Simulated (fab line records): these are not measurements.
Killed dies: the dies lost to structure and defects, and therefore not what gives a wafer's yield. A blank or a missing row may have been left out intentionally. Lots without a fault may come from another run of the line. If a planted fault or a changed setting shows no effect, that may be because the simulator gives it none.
Struck lot and sound lot, side by side	flow sky130	21 steps out of a route of 708
Sound: wafers L642.1, L642.2, L642.5. Struck: wafers L650.3, L650.5, L650.6. At the end, the cause is stated.
At each step with rows: each side's tool, then ch and its chambers, then its first start. Under that, the readings that differ: sound wafers	struck wafers	difference of the means	sigmas: that difference in standard deviations of wafers without a fault.
alike: same words and numbers on both sides, and readings whose means sit less than 2 such deviations apart. not compared: any withheld reading, any reading some wafer has no value for, any bound like >300 that may hide the same value, and any number with overlapping values for which the record gives no deviation.
Wherever a step has rows on one side only, a row that says differs or no value, or a row with sigmas, the two part there. Numbers that have no deviation but don't overlap get no sigmas and don't part them. A reading missing from all wafers of one side parts the sides only when that side holds two or more wafers.

first, 1 step without rows for these wafers: SKY_RES_XHIGH_IMPLANT_07.
SKY_RES_XHIGH_STRIP_08: strips in O2/N2.
  sound on plasma asher-02 ch 0,1, day 27 23:25; struck on plasma asher-03 ch 0,1, day 30 22:55
reading	sound	struck	difference	sigmas
strip time to endpoint s (s)	14.39 14.35 14.36	14.24 14.23 14.26	-0.12	-3
  alike: drypump motor current A, oes product au
  not compared: rf hours counter h
SKY_RES_XHIGH_TW_MEAS_09:
  sound on film metro-02 at day 27 23:31; struck on film metro-02 at day 30 23:01
  alike: RES_XHIGH_TW
then, 7 steps without rows for these wafers: SKY_SD_N_DEHYDRATE_00 (time 60 s); SKY_SD_N_HMDS_01 (prime time 60 s); SKY_SD_N_COAT_02 (resist thk 1140 nm); SKY_SD_N_SOFTBAKE_03 (time 60 s); SKY_SD_N_EXPOSE_04 (exposes mask NSDM, target cd 380 nm); SKY_SD_N_PEB_05; SKY_SD_N_DEVELOP_06 (develop time 60 s).
SKY_SD_N_CD_MEAS_07 targets a cd of 380 nm.
  sound on cd sem-01 at day 29 03:38; struck on cd sem-01 at day 32 02:23
  alike: cd nm
SKY_SD_N_OVL_MEAS_08:
  sound on overlay-02 at day 29 03:46; struck on overlay-01 at day 32 02:28
  alike: SD_N_OVL
SKY_SD_N_IMPLANT_09:
  sound on implanter-02 ch 0, day 29 03:48; struck on implanter-04 ch 0, day 32 02:33
reading	sound	struck	difference	sigmas
implant ion amu	75 75 75	31 31 31	-44	
model.implant.rp nm (nm)	33.37 33.37 33.37	61.88 61.88 61.88	+28.51	
model.implant.drp nm (nm)	14.11 14.11 14.11	25.6 25.6 25.6	+11.5	
then, 1 step without rows for these wafers: SKY_SD_N_IMPLANT_10.
SKY_SD_N_STRIP_11: strips in O2/N2.
  sound on plasma asher-01 ch 0,1, day 29 04:06; struck on plasma asher-02 ch 0,1, day 32 02:50
reading	sound	struck	difference	sigmas
oes product au (a.u.)	0.535 0.527 0.526	0.498 0.497 0.493	-0.033	-7
strip time to endpoint s (s)	22.53 22.54 22.57	25.14 25.16 25.16	+2.61	+65
  alike: drypump motor current A
  not compared: rf hours counter h
SKY_SD_N_TW_MEAS_12:
  sound on film metro-03 at day 29 04:12; struck on film metro-02 at day 32 02:55
reading	sound	struck	difference	sigmas
SD_N_TW	4043 4027 4051	4357 4376 4353	+322	+6
then, 1 step without rows for these wafers: SKY_SD_N_CLEAN_13 (cleans in SC1/SC2, time 150 s).
SKY_SD_N_RTA_14: time 2 s.
  sound on rtp anneal-01 ch 0, day 29 04:19; struck on rtp anneal-01 ch 0, day 32 03:01
  alike: lamp power pct, wafer_temp_C_max
SKY_SD_N_RS_MEAS_16: measures by four-point-probe.
  sound on film metro-01 at day 29 04:29; struck on film metro-01 at day 32 03:13
reading	sound	struck	difference	sigmas
SD_N_RS (ohm/sq)	68.75 68.89 68.76	30.72 30.67 30.69	-38.11	-99 or more
SKY_SD_N_RS_MEAS_17: measures by four-point-probe.
  sound on film metro-01 at day 29 04:36; struck on film metro-01 at day 32 03:20
  alike: SD_P_RS
-- record jumps: 17 days separate the struck wafers' starts on either side; left off in module SD_N, taken up again in module PAD_OPEN, whose first shown step is the route's number 708 --
SKY_PAD_OPEN_PROBE_99:
  sound on prober-01 at day 46 14:28; struck on prober-01 at day 48 19:55
  alike: killed_at_M0_to_M3, killed_at_M4_up, killed at contacts, killed at front end, killed at other, killed dies, killed on rim, killed open, killed short

## WHERE THEY PART
At SKY_RES_XHIGH_STRIP_08 first; at SKY_SD_N_RS_MEAS_16 last (within this record only). Later steps at which nothing parts them and some readings are alike: SKY_SD_N_RS_MEAS_17, SKY_PAD_OPEN_PROBE_99.

WHY: what had been put in by the simulator
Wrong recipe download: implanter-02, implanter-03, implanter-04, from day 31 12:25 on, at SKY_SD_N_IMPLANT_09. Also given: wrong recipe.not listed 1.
